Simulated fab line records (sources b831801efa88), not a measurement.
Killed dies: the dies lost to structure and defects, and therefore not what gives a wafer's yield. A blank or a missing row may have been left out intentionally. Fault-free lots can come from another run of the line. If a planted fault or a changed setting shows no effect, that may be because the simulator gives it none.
fab line records ; flow sky130
record lots=7; wafers=21; lastDay=50
route steps=708 shown METAL4@599 CAP2M@603 PAD_OPEN@708
lots with no fault: from the same line, run without faults
startH: hours from the record's first day to the start of the lot's first wafer shown ; waitH: hours since the lot's step before ; " unchanged from the row above ; L1.1+2: a single row standing in for several wafers ; - no value present, or no start provided ; * or withheld: withheld ; < > ~ a bound
route shown NAME@n: a module of which the file shows steps, and the number in the route of the first ; usual: mean and standard deviation over wafers with no fault ; same: alike in all rows ; chamber/n: place in a boat ; sites: per-site readings ; _std_site: how widely they spread, as a standard deviation ; _edge_site: outer sites' mean less inner sites' ; radiusMm: how far each site lies from the wafer's centre ; mask NAME#n: copy n ; behind: the most recent tool/chamber to have shaped the wafer ; hold: what put the lot on hold/how long, in hours/how the hold closed ; device: names the non-switching transistor (n, p or np) ; end of line: the route-end tests of the same wafers ; step lacking rows: just its recipe ; killed: the dies lost at the first sort to structure and to defects; this is not the yield of the wafer ; map: a wafer's dies, marking killed ones x, the rest . and places with no die _
set.NAME: the run value of the setting; set.NAME@STEP: its run value at that earlier step ; model.NAME: the simulator's own value behind a step, which no gauge read
lots at selected steps of the route; one table per step, one row per wafer
services: the hour from which a tool's chamber was out of use, counted from the record's first day as startH (under 0 if before that day), plus the number of hours and why
## steps
# step SKY_METAL4_SPUTTER_01
# recipe material=TiN; targetThkNm=20; powerW=6500; timeS=16.7; chamberPressurePa=0.4
# usual throttleValvePct=30.0/0.89
# same timeS=16.7
lot.wafer;tool;chamber;startH;waitH;throttleValvePct
L772.1;pvdSputter-02;-;932.25;0.0;31.4
L772.2;pvdSputter-02;-;932.25;0.0;30.2
L772.3;pvdSputter-02;-;932.25;0.0;28.4
L774.2;pvdSputter-01;-;957.91;0.0;29.6
L774.3;pvdSputter-01;-;957.91;0.0;29.7
L774.5;pvdSputter-01;-;957.91;0.0;30.8
L777.4;pvdSputter-01;-;972.88;0.0;30.0
L777.5;pvdSputter-01;-;972.88;0.0;29.6
L777.6;pvdSputter-01;-;972.88;0.0;31.0
L778.2;pvdSputter-03;-;977.68;0.0;30.1
L778.3;pvdSputter-03;-;977.68;0.0;30.4
L778.5;pvdSputter-03;-;977.68;0.0;28.7
L785.1;pvdSputter-01;-;1029.31;0.0;29.6
L785.2;pvdSputter-01;-;1029.31;0.0;29.4
L785.4;pvdSputter-01;-;1029.31;0.0;30.8
L792.3;pvdSputter-03;-;1070.93;0.0;28.2
L792.4;pvdSputter-03;-;1070.93;0.0;30.1
L792.6;pvdSputter-03;-;1070.93;0.0;30.5
L794.1;pvdSputter-01;-;1091.69;0.0;29.3
L794.4;pvdSputter-01;-;1091.69;0.0;30.0
L794.5;pvdSputter-01;-;1091.69;0.0;29.4
# step SKY_METAL4_SPUTTER_02
# recipe material=AlCu; targetThkNm=735; powerW=10600; timeS=39.1; chamberPressurePa=0.4
# usual throttleValvePct=30.0/0.88
# same timeS=39.1
lot.wafer;tool;chamber;startH;waitH;throttleValvePct
L772.1;pvdSputter-02;-;932.28;0.0;31.5
L772.2;pvdSputter-02;-;932.28;0.0;30.0
L772.3;pvdSputter-02;-;932.28;0.0;28.1
L774.2;pvdSputter-01;-;957.94;0.0;29.4
L774.3;pvdSputter-01;-;957.94;0.0;30.1
L774.5;pvdSputter-01;-;957.94;0.0;31.0
L777.4;pvdSputter-01;-;972.90;0.0;30.2
L777.5;pvdSputter-01;-;972.90;0.0;29.9
L777.6;pvdSputter-01;-;972.90;0.0;31.0
L778.2;pvdSputter-03;-;977.70;0.0;30.2
L778.3;pvdSputter-03;-;977.70;0.0;30.6
L778.5;pvdSputter-03;-;977.70;0.0;28.9
L785.1;pvdSputter-01;-;1029.33;0.0;29.5
L785.2;pvdSputter-01;-;1029.33;0.0;29.6
L785.4;pvdSputter-01;-;1029.33;0.0;31.0
L792.3;pvdSputter-03;-;1070.95;0.0;28.7
L792.4;pvdSputter-03;-;1070.95;0.0;30.1
L792.6;pvdSputter-03;-;1070.95;0.0;30.6
L794.1;pvdSputter-01;-;1091.72;0.0;29.3
L794.4;pvdSputter-01;-;1091.72;0.0;29.9
L794.5;pvdSputter-01;-;1091.72;0.0;29.6
# step SKY_METAL4_SPUTTER_03
# recipe material=Ti; targetThkNm=5; powerW=3000; timeS=3.3; chamberPressurePa=0.4
# usual throttleValvePct=30.0/0.88
# same timeS=3.3
lot.wafer;tool;chamber;startH;waitH;throttleValvePct
L772.1;pvdSputter-02;-;932.32;0.0;31.8
L772.2;pvdSputter-02;-;932.32;0.0;30.4
L772.3;pvdSputter-02;-;932.32;0.0;28.1
L774.2;pvdSputter-01;-;957.98;0.0;29.8
L774.3;pvdSputter-01;-;957.98;0.0;30.0
L774.5;pvdSputter-01;-;957.98;0.0;30.7
L777.4;pvdSputter-01;-;972.94;0.0;30.4
L777.5;pvdSputter-01;-;972.94;0.0;29.6
L777.6;pvdSputter-01;-;972.94;0.0;30.9
L778.2;pvdSputter-03;-;977.74;0.0;30.1
L778.3;pvdSputter-03;-;977.74;0.0;30.5
L778.5;pvdSputter-03;-;977.74;0.0;28.6
L785.1;pvdSputter-01;-;1029.37;0.0;29.6
L785.2;pvdSputter-01;-;1029.37;0.0;29.6
L785.4;pvdSputter-01;-;1029.37;0.0;30.7
L792.3;pvdSputter-03;-;1070.99;0.0;28.7
L792.4;pvdSputter-03;-;1070.99;0.0;30.1
L792.6;pvdSputter-03;-;1070.99;0.0;30.5
L794.1;pvdSputter-01;-;1091.76;0.0;29.5
L794.4;pvdSputter-01;-;1091.76;0.0;30.2
L794.5;pvdSputter-01;-;1091.76;0.0;29.5
# step SKY_METAL4_SPUTTER_04
# recipe material=TiN; targetThkNm=70; powerW=6500; timeS=58.3; chamberPressurePa=0.4
# step SKY_CAP2M_CVD_00
# recipe material=SiO2; targetThkNm=15.5; tempC=400; timeS=withheld; rfW=450
# usual heaterPowerW=728/80
lot.wafer;tool;chamber;startH;waitH;heaterPowerW
L772.1;pecvd-01;1;932.38;0.0;653
L772.2;pecvd-01;2;932.38;0.0;793
L772.3;pecvd-01;0;932.38;0.0;656
L774.2;pecvd-03;2;958.04;0.0;709
L774.3;pecvd-03;2;958.04;0.0;713
L774.5;pecvd-03;1;958.04;0.0;795
L777.4;pecvd-04;0;973.02;0.0;692
L777.5;pecvd-04;2;973.02;0.0;748
L777.6;pecvd-04;1;973.02;0.0;622
L778.2;pecvd-03;1;977.81;0.0;723
L778.3;pecvd-03;2;977.81;0.0;703
L778.5;pecvd-03;0;977.81;0.0;661
L785.1;pecvd-03;1;1029.44;0.0;749
L785.2;pecvd-03;0;1029.44;0.0;723
L785.4;pecvd-03;2;1029.44;0.0;671
L792.3;pecvd-04;0;1071.06;0.0;718
L792.4;pecvd-04;2;1071.06;0.0;898
L792.6;pecvd-04;0;1071.06;0.0;720
L794.1;pecvd-01;2;1091.82;0.0;882
L794.4;pecvd-01;1;1091.82;0.0;802
L794.5;pecvd-01;2;1091.82;0.0;880
# step SKY_CAP2M_THK_MEAS_01
# recipe reads=SiO2_of_CAP2M_CVD_00
# usual CAP2M_CVD_00_THK=15.47/0.19
lot.wafer;tool;chamber;startH;waitH;CAP2M_CVD_00_THK[nm]
L772.1;filmMetro-01;-;932.41;-;15.34
L772.2;filmMetro-01;-;932.41;-;15.65
L772.3;filmMetro-01;-;932.41;-;15.72
L774.2;filmMetro-02;-;958.09;-;15.47
L774.3;filmMetro-02;-;958.09;-;15.70
L774.5;filmMetro-02;-;958.09;-;15.57
L777.4;filmMetro-01;-;973.06;-;15.80
L777.5;filmMetro-01;-;973.06;-;15.67
L777.6;filmMetro-01;-;973.06;-;15.35
L778.2;filmMetro-01;-;977.84;-;15.17
L778.3;filmMetro-01;-;977.84;-;15.33
L778.5;filmMetro-01;-;977.84;-;15.51
L785.1;filmMetro-01;-;1029.46;-;15.33
L785.2;filmMetro-01;-;1029.46;-;15.17
L785.4;filmMetro-01;-;1029.46;-;15.49
L792.3;filmMetro-02;-;1071.10;-;15.44
L792.4;filmMetro-02;-;1071.10;-;15.65
L792.6;filmMetro-02;-;1071.10;-;15.67
L794.1;filmMetro-02;-;1091.85;-;15.14
L794.4;filmMetro-02;-;1091.85;-;15.37
L794.5;filmMetro-02;-;1091.85;-;15.21
# step SKY_CAP2M_SPUTTER_02
# recipe material=TiN; targetThkNm=200; tempC=300; powerW=6500; timeS=166.7; chamberPressurePa=0.4
# step SKY_CAP2M_RS_MEAS_03
# recipe thkMeasGauge=four-point-probe; reads=TiN_of_CAP2M_SPUTTER_02
# usual CAP2M_TIN_RS=6.88/0.073
lot.wafer;tool;chamber;startH;waitH;CAP2M_TIN_RS[ohm/sq]
L772.1;filmMetro-02;-;932.58;0.1;7.06
L772.2;filmMetro-02;-;932.58;0.1;6.95
L772.3;filmMetro-02;-;932.58;0.1;7.00
L774.2;filmMetro-02;-;958.27;0.1;6.83
L774.3;filmMetro-02;-;958.27;0.1;6.94
L774.5;filmMetro-02;-;958.27;0.1;6.92
L777.4;filmMetro-03;-;973.26;0.1;6.85
L777.5;filmMetro-03;-;973.26;0.1;6.81
L777.6;filmMetro-03;-;973.26;0.1;6.90
L778.2;filmMetro-02;-;978.02;0.1;6.85
L778.3;filmMetro-02;-;978.02;0.1;6.82
L778.5;filmMetro-02;-;978.02;0.1;6.89
L785.1;filmMetro-03;-;1029.63;0.1;6.82
L785.2;filmMetro-03;-;1029.63;0.1;6.82
L785.4;filmMetro-03;-;1029.63;0.1;6.82
L792.3;filmMetro-03;-;1071.29;0.1;6.90
L792.4;filmMetro-03;-;1071.29;0.1;6.94
L792.6;filmMetro-03;-;1071.29;0.1;6.88
L794.1;filmMetro-03;-;1092.01;0.1;6.86
L794.4;filmMetro-03;-;1092.01;0.1;6.94
L794.5;filmMetro-03;-;1092.01;0.1;6.93
# step SKY_CAP2M_THK_MEAS_04
# recipe thkMeasGauge=xrf; reads=TiN_of_CAP2M_SPUTTER_02
# usual CAP2M_TIN_THK=197.0/2.3
lot.wafer;tool;chamber;startH;waitH;CAP2M_TIN_THK[nm]
L772.1;filmMetro-02;-;932.70;0.1;192.2
L772.2;filmMetro-02;-;932.70;0.1;195.0
L772.3;filmMetro-02;-;932.70;0.1;194.4
L774.2;filmMetro-02;-;958.38;0.1;199.7
L774.3;filmMetro-02;-;958.38;0.1;197.3
L774.5;filmMetro-02;-;958.38;0.1;198.3
L777.4;filmMetro-03;-;973.35;0.1;196.9
L777.5;filmMetro-03;-;973.35;0.1;198.6
L777.6;filmMetro-03;-;973.35;0.1;194.9
L778.2;filmMetro-02;-;978.13;0.1;199.1
L778.3;filmMetro-02;-;978.13;0.1;198.2
L778.5;filmMetro-02;-;978.13;0.1;196.9
L785.1;filmMetro-03;-;1029.75;0.1;198.1
L785.2;filmMetro-03;-;1029.75;0.1;198.1
L785.4;filmMetro-03;-;1029.75;0.1;197.9
L792.3;filmMetro-03;-;1071.39;0.1;194.7
L792.4;filmMetro-03;-;1071.39;0.1;192.8
L792.6;filmMetro-03;-;1071.39;0.1;195.8
L794.1;filmMetro-03;-;1092.13;0.1;197.1
L794.4;filmMetro-03;-;1092.13;0.1;194.4
L794.5;filmMetro-03;-;1092.13;0.1;195.3
# step SKY_CAP2M_DEHYDRATE_05
# recipe tempC=200; timeS=60
# step SKY_CAP2M_HMDS_06
# recipe primeTimeS=60; primeTempC=120
# step SKY_CAP2M_COAT_07
# recipe resist=NOVOLAK; spinRpm=3000; resistThkNm=1140
# step SKY_CAP2M_SOFTBAKE_08
# recipe tempC=90; timeS=60; resist=NOVOLAK
# usual heaterPowerTotalW=56.60/0.052; plateTempC=90.00/0.12
# same timeS=60
lot.wafer;tool;chamber;startH;waitH;heaterPowerTotalW;plateTempC
L772.1;lithoTrack-01;0;945.63;0.1;56.69;90.04
L772.2;lithoTrack-01;0;945.63;0.1;56.63;90.02
L772.3;lithoTrack-01;0;945.63;0.1;56.58;90.04
L774.2;lithoTrack-01;0;970.61;0.1;54.89;87.89
L774.3;lithoTrack-01;0;970.61;0.1;54.79;87.96
L774.5;lithoTrack-01;0;970.61;0.1;54.86;87.99
L777.4;lithoTrack-01;0;985.21;0.1;54.68;87.75
L777.5;lithoTrack-01;0;985.21;0.1;54.63;87.81
L777.6;lithoTrack-01;0;985.21;0.1;54.78;87.67
L778.2;lithoTrack-01;0;989.51;0.1;54.77;87.89
L778.3;lithoTrack-01;0;989.51;0.1;54.85;87.82
L778.5;lithoTrack-01;0;989.51;0.1;54.85;87.80
L785.1;lithoTrack-03;0;1040.53;0.1;56.51;89.89
L785.2;lithoTrack-03;0;1040.53;0.1;56.57;89.93
L785.4;lithoTrack-03;0;1040.53;0.1;56.68;89.90
L792.3;lithoTrack-03;0;1081.93;0.1;56.63;90.09
L792.4;lithoTrack-03;0;1081.93;0.1;56.58;89.96
L792.6;lithoTrack-03;0;1081.93;0.1;56.60;90.07
L794.1;lithoTrack-03;0;1102.23;0.1;56.68;90.19
L794.4;lithoTrack-03;0;1102.23;0.1;56.64;90.01
L794.5;lithoTrack-03;0;1102.23;0.1;56.61;90.00
# step SKY_CAP2M_EXPOSE_09
# recipe maskId=CAP2M; na=0.6; sourceShape=conventional; sigmaOuter=0.6; polarization=unpolarized; targetCdNm=1000; doseMj=159
# step SKY_CAP2M_PEB_10
# recipe tempC=withheld; timeS=*; resist=NOVOLAK
# step SKY_CAP2M_DEVELOP_11
# recipe resist=NOVOLAK; developer=TMAH; developTimeS=60; devTempC=23
lot.wafer;tool;chamber;startH;waitH;model.NOVOLAK_of_CAP2M_COAT_07.thkNm
L772.1;lithoTrack-03;0;957.93;0.1;1133
L772.2;lithoTrack-03;0;957.93;0.1;1132
L772.3;lithoTrack-03;0;957.93;0.1;1131
L774.2;lithoTrack-02;0;982.98;0.1;1146
L774.3;lithoTrack-02;0;982.98;0.1;1147
L774.5;lithoTrack-02;0;982.98;0.1;1148
L777.4;lithoTrack-01;0;997.51;0.1;1145
L777.5;lithoTrack-01;0;997.51;0.1;1146
L777.6;lithoTrack-01;0;997.51;0.1;1147
L778.2;lithoTrack-02;0;1002.33;0.1;1142
L778.3;lithoTrack-02;0;1002.33;0.1;1144
L778.5;lithoTrack-02;0;1002.33;0.1;1141
L785.1;lithoTrack-01;0;1052.28;0.1;1134
L785.2;lithoTrack-01;0;1052.28;0.1;1137
L785.4;lithoTrack-01;0;1052.28;0.1;1139
L792.3;lithoTrack-01;0;1092.38;0.1;1135
L792.4;lithoTrack-01;0;1092.38;0.1;1137
L792.6;lithoTrack-01;0;1092.38;0.1;1136
L794.1;lithoTrack-02;0;1111.66;0.1;1139
L794.4;lithoTrack-02;0;1111.66;0.1;1135
L794.5;lithoTrack-02;0;1111.66;0.1;1140
# step SKY_CAP2M_OVL_MEAS_12
# usual CAP2M_OVL=1.2/1.4
lot.wafer;tool;chamber;startH;waitH;CAP2M_OVL[nm]
L772.1;overlay-01;-;958.08;0.1;2.2
L772.2;overlay-01;-;958.08;0.1;-0.1
L772.3;overlay-01;-;958.08;0.1;0.8
L774.2;overlay-01;-;983.11;0.1;4.5
L774.3;overlay-01;-;983.11;0.1;1.4
L774.5;overlay-01;-;983.11;0.1;2.3
L777.4;overlay-01;-;997.60;0.1;0.4
L777.5;overlay-01;-;997.60;0.1;2.5
L777.6;overlay-01;-;997.60;0.1;1.4
L778.2;overlay-01;-;1002.46;0.1;1.6
L778.3;overlay-01;-;1002.46;0.1;2.2
L778.5;overlay-01;-;1002.46;0.1;1.3
L785.1;overlay-02;-;1052.43;0.1;0.0
L785.2;overlay-02;-;1052.43;0.1;1.2
L785.4;overlay-02;-;1052.43;0.1;1.4
L792.3;overlay-01;-;1092.49;0.1;2.8
L792.4;overlay-01;-;1092.49;0.1;2.8
L792.6;overlay-01;-;1092.49;0.1;2.5
L794.1;overlay-02;-;1111.81;0.1;2.0
L794.4;overlay-02;-;1111.81;0.1;1.9
L794.5;overlay-02;-;1111.81;0.1;1.1
# step SKY_CAP2M_METAL_ETCH_13
# recipe targetDepthNm=220; stopOn=SiO2; chemistry=Cl2/BCl3; target=TiN; pressureMtorr=10; icpW=900; biasW=48.5; Cl2_flow_sccm=60; bcl3FlowSccm=30; timeS=62.9
# usual chamberPressureMTorr=10.000/0.0098; drypumpMotorCurrentA=5.9/0.45; oesProductAu=0.944/0.0073; throttleValvePct=21.899/0.0097
# same timeS=62.9
lot.wafer;tool;chamber;startH;waitH;chamberPressureMTorr;drypumpMotorCurrentA;oesProductAu;rfHoursCounterH;throttleValvePct;model.NOVOLAK_of_CAP2M_COAT_07.thkNm
L772.1;rieMetal-03;1;958.12;0.0;10.001;5.8;0.929;2;21.895;985.9
L772.2;rieMetal-03;0;958.12;0.0;10.010;5.7;0.935;20;21.890;986.3
L772.3;rieMetal-03;1;958.12;0.0;10.003;5.8;0.932;-;21.901;983.2
L774.2;rieMetal-04;0;983.14;0.0;10.004;6.6;0.939;14;21.884;996.1
L774.3;rieMetal-04;1;983.14;0.0;10.004;5.9;0.928;-;21.906;999.9
L774.5;rieMetal-04;0;983.14;0.0;9.993;6.6;0.947;-;21.892;998.9
L777.4;rieMetal-01;0;997.65;0.0;9.996;6.0;0.947;-;21.900;993.9
L777.5;rieMetal-01;0;997.65;0.0;10.015;6.0;0.947;-;21.897;995.1
L777.6;rieMetal-01;1;997.65;0.0;10.014;5.1;0.945;-;21.907;995.9
L778.2;rieMetal-03;0;1002.49;0.0;10.007;5.6;0.948;22;21.895;997
L778.3;rieMetal-03;1;1002.49;0.0;9.993;5.8;0.952;-;21.908;995.4
L778.5;rieMetal-03;1;1002.49;0.0;9.989;5.8;0.941;-;21.893;992.3
L785.1;rieMetal-04;1;1052.47;0.0;9.989;6.0;0.943;6;21.904;988.3
L785.2;rieMetal-04;0;1052.47;0.0;9.986;6.6;0.950;18;21.897;987.3
L785.4;rieMetal-04;0;1052.47;0.0;10.013;6.6;0.952;-;21.898;989.1
L792.3;rieMetal-01;0;1092.54;0.0;10.011;6.0;0.950;-;21.903;986.4
L792.4;rieMetal-01;1;1092.54;0.0;9.982;5.1;0.940;-;21.919;988.6
L792.6;rieMetal-01;1;1092.54;0.0;9.999;5.1;0.938;-;21.911;989.4
L794.1;rieMetal-04;1;1111.84;0.0;9.993;5.9;0.943;10;21.888;992.6
L794.4;rieMetal-04;1;1111.84;0.0;9.987;5.9;0.942;-;21.903;986.8
L794.5;rieMetal-04;1;1111.84;0.0;9.996;6.0;0.940;-;21.899;992.7
# step SKY_CAP2M_STRIP_14
# recipe chemistry=O2/N2; powerW=1400; pressureMtorr=1500; platenTempC=withheld; o2FlowSccm=3000; n2FlowSccm=300; overashFraction=0.5
# usual chamberPressureMTorr=1500.0/1.4; drypumpMotorCurrentA=5.78/0.26; oesProductAu=0.710/0.0043; stripTimeToEndpointS=12.61/0.044
lot.wafer;tool;chamber;startH;waitH;chamberPressureMTorr;drypumpMotorCurrentA;oesProductAu;rfHoursCounterH;stripTimeToEndpointS
L772.1;plasmaAsher-04;1;958.20;0.1;1500.9;6.08;0.702;84;12.57
L772.2;plasmaAsher-04;0;958.20;0.1;1499.8;5.56;0.707;84;12.58
L772.3;plasmaAsher-04;1;958.20;0.1;1501.1;6.10;0.722;-;12.55
L774.2;plasmaAsher-04;1;983.22;0.1;1502.5;6.13;0.714;87;12.69
L774.3;plasmaAsher-04;1;983.22;0.1;1501.1;6.10;0.708;-;12.73
L774.5;plasmaAsher-04;1;983.22;0.1;1499.1;6.10;0.706;-;12.72
L777.4;plasmaAsher-01;0;997.75;0.1;1504.5;5.59;0.714;-;12.67
L777.5;plasmaAsher-01;0;997.75;0.1;1500.3;5.58;0.713;-;12.67
L777.6;plasmaAsher-01;1;997.75;0.1;1499.3;5.84;0.710;-;12.67
L778.2;plasmaAsher-01;1;1002.57;0.1;1500.8;5.86;0.711;113;12.71
L778.3;plasmaAsher-01;0;1002.57;0.1;1498.1;5.58;0.714;-;12.67
L778.5;plasmaAsher-01;1;1002.57;0.1;1500.7;5.86;0.710;-;12.64
L785.1;plasmaAsher-03;0;1052.54;0.1;1500.3;6.12;0.698;62;12.59
L785.2;plasmaAsher-03;1;1052.54;0.1;1501.1;5.43;0.712;62;12.58
L785.4;plasmaAsher-03;1;1052.54;0.1;1500.6;5.44;0.710;-;12.62
L792.3;plasmaAsher-01;0;1092.63;0.1;1498.7;5.61;0.712;-;12.57
L792.4;plasmaAsher-01;1;1092.63;0.1;1502.5;5.83;0.712;-;12.59
L792.6;plasmaAsher-01;1;1092.63;0.1;1499.8;5.87;0.702;-;12.61
L794.1;plasmaAsher-04;1;1111.92;0.1;1500.3;6.09;0.711;100;12.67
L794.4;plasmaAsher-04;1;1111.92;0.1;1500.9;6.09;0.705;-;12.57
L794.5;plasmaAsher-04;1;1111.92;0.1;1498.0;6.10;0.712;-;12.63
# step SKY_PAD_OPEN_PROBE_99
# usual defectLimitedYield=82.8/2; killed_at_M0_to_M3=43/6.4; killed_at_M4_up=3.1/2; killedAtContacts=24/5.2; killedAtFrontEnd=15/4.3; killedAtOther=0.2/0.48; killedDies=85/9.7; killedOpen=47/6.9; killedShort=38/6.7; sort_bin_3_pad_short=0.9/0.48; sort_bin_5_function=10.3/1.6; sort_bin_6_memory=6.1/0.97; sortNPass=407/9.7; sortYieldPct=82.8/2
# same grossDies=492; killedAtBackSide=0; sort_bin_4_leakage[%]=0; sort_bin_8_speed[%]=0
lot.wafer;tool;chamber;startH;waitH;defectLimitedYield[%];killed_at_M0_to_M3;killed_at_M4_up;killedAtContacts;killedAtFrontEnd;killedAtOther;killedDies;killedOpen;killedShort;sort_bin_3_pad_short[%];sort_bin_5_function[%];sort_bin_6_memory[%];sortNPass;sortYieldPct[%]
L774.2;prober-01;-;1103.95;0.1;81.5;46;3;26;15;1;91;48;43;0.8;11.2;6.5;401;81.5
L774.3;prober-01;-;1104.00;0.2;82.7;43;1;25;15;1;85;53;32;0.6;10.2;6.5;407;82.7
L774.5;prober-01;-;1104.10;0.2;80.5;43;2;26;25;0;96;51;45;1.0;10.4;8.1;396;80.5
# killed by level:class
L774.2 VIA1:geometricParticle:open=15 CONTACT:geometricParticle:open=9 LI_CONTACT:geometricParticle:open=8 POLY_GATE:geometricParticle:short=6 METAL2:geometricParticle:short=6 METAL1:geometricParticle:short=5 LI_CONTACT:geometricParticle:short=4 VIA2:geometricParticle:short=4
L774.3 VIA1:geometricParticle:open=17 CONTACT:geometricParticle:open=11 LI_CONTACT:geometricParticle:open=6 VIA2:geometricParticle:open=5 VIA3:geometricParticle:open=5 FIELD_ISO:geometricParticle:short=4 CONTACT:geometricParticle:short=4 VIA1:geometricParticle:short=4
L774.5 CONTACT:geometricParticle:open=11 POLY_GATE:geometricParticle:open=10 VIA1:geometricParticle:short=7 VIA3:geometricParticle:open=7 VIA1:geometricParticle:open=7 FIELD_ISO:geometricParticle:short=6 LOCAL_INTERCONNECT:geometricParticle:short=6 METAL1:geometricParticle:short=5
## services
tool;chamber;startH;hours;kind
pvdSputter-02;-;937.49;1.6;repair
pecvd-03;0;938.73;19.5;repair
pecvd-04;-;957.68;1.9;repair
pecvd-04;1;982.38;15.6;repair
pvdSputter-03;-;997.27;1.2;repair
pvdSputter-01;-;1000.03;7.2;repair
rieMetal-03;-;1008.56;14.6;pm
rieMetal-01;-;1012.74;2.8;pm
pecvd-03;-;1012.98;2.9;repair
pvdSputter-02;-;1043.53;17.0;repair
pvdSputter-03;3;1044.10;-;consumableReplace:kit
pvdSputter-03;3;1044.10;18.0;scheduledDown
rieMetal-03;-;1044.14;2.8;pm
pvdSputter-01;2;1048.27;-;consumableReplace:kit
pvdSputter-01;2;1048.27;18.0;scheduledDown
pvdSputter-01;2;1048.27;18.0;ventCycle
pecvd-01;-;1050.51;4.6;repair
plasmaAsher-01;-;1055.25;9.0;pm
pecvd-03;-;1076.38;2.5;repair
pvdSputter-02;-;1080.21;1.8;repair
pecvd-04;0;1081.88;5.1;repair
plasmaAsher-03;-;1085.22;2.8;pm
plasmaAsher-03;-;1106.91;25.1;pm
rieMetal-01;-;1107.63;0.5;repair
## key
firstSign step=SKY_CAP2M_SOFTBAKE_08; reading=heaterPowerTotalW; direction=down; sigmas=35; usual=*; struck=*
effect step=SKY_CAP2M_SOFTBAKE_08; reading=plateTempC; direction=down; sigmas=18; usual=*; struck=*
modelEffect step=SKY_CAP2M_DEVELOP_11; value=NOVOLAK_of_CAP2M_COAT_07.thkNm; without=1139; struck=1145
modelEffect step=SKY_CAP2M_METAL_ETCH_13; value=NOVOLAK_of_CAP2M_COAT_07.thkNm; without=989.6; struck=996
metAt SKY_CAP2M_SOFTBAKE_08
struckWafers L774.2,L774.3,L774.5,L777.4,L777.5,L777.6,L778.2,L778.3,L778.5
onsetBetween 945.63 970.61
fault kind=processParameterDrift; tool=lithoTrack-01; chamber=-; onsetH=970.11; steps=SKY_CAP2M_SOFTBAKE_08; channel=tempC; offset=*; shape=step; endH=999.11; actsIn=*; stated=*
